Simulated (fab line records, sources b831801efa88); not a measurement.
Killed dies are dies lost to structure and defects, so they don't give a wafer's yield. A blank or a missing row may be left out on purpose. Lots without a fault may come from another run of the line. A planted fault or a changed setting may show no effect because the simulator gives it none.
Problem report in the 8D (eight disciplines) form, filled by code | flow gf180mcu | the parts of the form that need people (team, actions taken, sign-off) are left out

1. THE PROBLEM
end_station_pressure_torr at GF_HV_LDD_IMPLANT_34 reads a mean of 4.29e-05 Torr on 6 wafers of 2 lots; wafers without a fault read 5.03e-06 Torr with a standard deviation of 2.8e-07. That is +99 or more standard deviations from the usual mean.
First seen on wafer L295.1, day 14 17:19, on implanter-01. The record holds 18 wafers of 6 lots with a number at this step. Rule for "out", or "out of limits": more than 4 standard deviations from the usual mean. The other wafers with a number count as sound.

2. WHAT IT IS AND WHAT IT IS NOT
question                    | is                        | is not
which readings at this step | end_station_pressure_torr | beam_energy_keV
which lots                  | L295, L297                | L287, L299, L302, L307
which wafers of those lots  | all that have a number    | -
read on which tools         | implanter-01              | implanter-04
when                        | from day 14 17:19         | up to then (3 sound wafers); but 9 sound wafers of L299, L302, L307 came after

3. SUSPECTS, AND WHAT RULES EACH OUT
Counting: a tool at a process step up to the reading stays a suspect if it ran every lot that is out and no sound lot after the first of them.
- implanter-01 at GF_HV_LDD_IMPLANT_34: ruled out as a lasting fault. Sound lots L307 ran on it after its first lot that is out, L295 (day 14 17:19).
Left after counting: nothing in the record.

4. THE CAUSE (what the simulator had put in)
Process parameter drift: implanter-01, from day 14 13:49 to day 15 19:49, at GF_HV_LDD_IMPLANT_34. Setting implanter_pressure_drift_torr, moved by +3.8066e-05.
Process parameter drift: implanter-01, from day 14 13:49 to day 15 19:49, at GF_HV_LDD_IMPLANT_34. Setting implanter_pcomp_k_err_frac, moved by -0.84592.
Counting ruled it out, wrongly.

5. THE CHAIN OF EFFECTS, in route order
Each row: a reading whose mean over the struck wafers that have a number lies more than 3 standard deviations from the usual. Only readings for which the record gives a usual standard deviation are gone through. hours: the time from each lot's start at the first step in this table that gives one to its start at this step, as a median over the lots. sigmas: the change in usual standard deviations.
hours | step                 | reading                   | usual         | on struck wafers | change    | sigmas
0     | GF_HV_LDD_IMPLANT_34 | end_station_pressure_torr | 5.03e-06 Torr | 4.29e-05         | +3.78e-05 | +99 or more
The process steps in it:
- GF_HV_LDD_IMPLANT_34

6. WHAT WOULD HAVE CAUGHT IT SOONER
In this record the first reading out of limits was taken at day 14 17:19, 4 hours after the fault began at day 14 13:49.
